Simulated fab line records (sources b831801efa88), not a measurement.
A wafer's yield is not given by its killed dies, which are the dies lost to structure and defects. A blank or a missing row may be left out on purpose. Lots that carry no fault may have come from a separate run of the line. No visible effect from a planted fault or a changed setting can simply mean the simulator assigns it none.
The tool behind it: which one? -- flow gf180mcu -- 12 lots with 36 wafers sampled at 4 steps, on a route of 602 steps

WHAT EACH GAUGE READ, for each wafer
GF_PSD_RS_MEAS_14: a four-point-probe measurement. Usual: NSD_RS 46.17 ohm/sq, standard deviation 0.082.
lot,measured,on,NSD_RS (ohm/sq),flag
L207,day 14 22:10,filmMetro-01,46.27 46.12 46.15,
L210,day 15 21:33,filmMetro-02,46.14 46.17 46.09,
L212,day 16 11:24,filmMetro-01,46.18 46.10 46.29,
L213,day 17 00:28,filmMetro-01,46.18 46.25 46.27,
L214,day 17 17:12,filmMetro-04,46.18 46.19 46.28,
L216,day 17 18:08,filmMetro-04,46.14 46.23 46.20,
L223,day 20 04:33,filmMetro-02,46.04 46.22 46.08,
L224,day 20 12:44,filmMetro-04,46.26 46.07 46.24,
L226,day 21 00:13,filmMetro-04,46.12 46.06 46.20,
L225,day 21 03:29,filmMetro-01,46.05 46.07 46.15,
L228,day 21 19:13,filmMetro-04,46.14 46.08 46.06,
L229,day 21 19:39,filmMetro-01,46.24 46.17 46.14,

GF_V1_THK_MEAS_03. Usual: V1_CVD_02_THK 848 nm, standard deviation 11.
lot,measured,on,V1_CVD_02_THK (nm),flag
L207,day 17 21:25,filmMetro-02,841 862 858,
L210,day 18 22:22,filmMetro-02,846 842 859,
L212,day 19 13:47,filmMetro-04,797 841 856,
L213,day 20 03:49,filmMetro-02,802 838 843,
L214,day 20 21:20,filmMetro-02,829 860 853,
L216,day 20 22:15,filmMetro-04,841 846 816,
L223,day 23 06:11,filmMetro-03,849 868 855,
L224,day 23 15:47,filmMetro-04,865 857 862,
L226,day 24 01:49,filmMetro-03,852 846 869,
L225,day 24 05:58,filmMetro-02,821 835 844,
L228,day 24 18:13,filmMetro-03,845 841 857,
L229,day 24 20:33,filmMetro-03,854 860 862,

EACH LOT AND THE TOOL THAT RAN IT (in order: tool; ch and the chambers of the sampled wafers; start)
lot,GF_SALICIDE_SPUTTER_02,GF_V1_CVD_02
L207,"pvdSputter-04, day 15 20:22","pecvd-04 ch 0,2, day 17 21:20"
L210,"pvdSputter-04, day 16 20:25","pecvd-03 ch 1,2, day 18 22:17"
L212,"pvdSputter-01, day 17 10:36","pecvd-03 ch 0,1,2, day 19 13:43"
L213,"pvdSputter-04, day 18 00:05","pecvd-03 ch 0,1, day 20 03:44"
L214,"pvdSputter-04, day 18 16:59","pecvd-02 ch 0,1, day 20 21:16"
L216,"pvdSputter-01, day 18 18:04","pecvd-03 ch 0,1, day 20 22:11"
L223,"pvdSputter-01, day 21 04:28","pecvd-03 ch 0,1,2, day 23 06:06"
L224,"pvdSputter-01, day 21 13:16","pecvd-03 ch 0,2, day 23 15:41"
L226,"pvdSputter-04, day 22 00:57","pecvd-04 ch 0,1, day 24 01:44"
L225,"pvdSputter-04, day 22 03:38","pecvd-02 ch 1,2, day 24 05:53"
L228,"pvdSputter-01, day 22 18:47","pecvd-04 ch 1,2, day 24 18:08"
L229,"pvdSputter-03, day 22 19:25","pecvd-04 ch 0,1,2, day 24 20:28"
- GF_SALICIDE_SPUTTER_02: material Co, target thk 10 nm, time 20 s.
- GF_V1_CVD_02: deposits SiO2 from TEOS, target thk 850 nm, time 94.851 s.

WHAT THE TOOLS THEMSELVES READ (means of the sampled wafers that have a number; where no wafer has one, the mark that the record gives instead)
GF_SALICIDE_SPUTTER_02. Usual: 29.8 % for throttleValvePct, sd 1.3.
lot,tool,throttleValvePct (%),flag
L207,pvdSputter-04,29.7,
L210,pvdSputter-04,30.3,
L212,pvdSputter-01,30.5,
L213,pvdSputter-04,29.9,
L214,pvdSputter-04,29.9,
L216,pvdSputter-01,28.8,
L223,pvdSputter-01,29.8,
L224,pvdSputter-01,30.2,
L226,pvdSputter-04,29.2,
L225,pvdSputter-04,30.4,
L228,pvdSputter-01,30.1,
L229,pvdSputter-03,30.0,

GF_V1_CVD_02. Usual: heaterPowerW 649 W, standard deviation 140; rfFwdPowerW 595.8 W, standard deviation 2.2.
lot,tool,heaterPowerW (W),rfFwdPowerW (W),flag
L207,pecvd-04,775,596.2,
L210,pecvd-03,578,596.7,
L212,pecvd-03,626,562.8,OFF
L213,pecvd-03,641,564.8,OFF
L214,pecvd-02,597,595.9,
L216,pecvd-03,656,563.5,OFF
L223,pecvd-03,575,596.8,
L224,pecvd-03,621,596.0,
L226,pecvd-04,640,594.7,
L225,pecvd-02,667,595.2,
L228,pecvd-04,685,595.4,
L229,pecvd-04,749,594.7,

THE ANSWER, worked out from the rows above alone
Rule: a lot counts as off when the mean over its wafers that have a number is more than 3 standard deviations away from the usual mean. A lot without any number at a reading at which 4 lots or more have one is off too. All remaining lots with rows at the step are treated as sound. First the gauges in route order, then the tools' own readings, where a lot's mean is used as printed above. At the first step where some lot is off, the reading lying furthest off is the one used; lots without a number count as furthest.
Off: L212, L213, L216, at GF_V1_CVD_02 (rfFwdPowerW).
If a tool, at that step or one of the process steps before it, ran each lot that is off and ran no sound lot following the first of them, it fits. Of those tried, none fits.

WHAT THE SIMULATOR PUT IN
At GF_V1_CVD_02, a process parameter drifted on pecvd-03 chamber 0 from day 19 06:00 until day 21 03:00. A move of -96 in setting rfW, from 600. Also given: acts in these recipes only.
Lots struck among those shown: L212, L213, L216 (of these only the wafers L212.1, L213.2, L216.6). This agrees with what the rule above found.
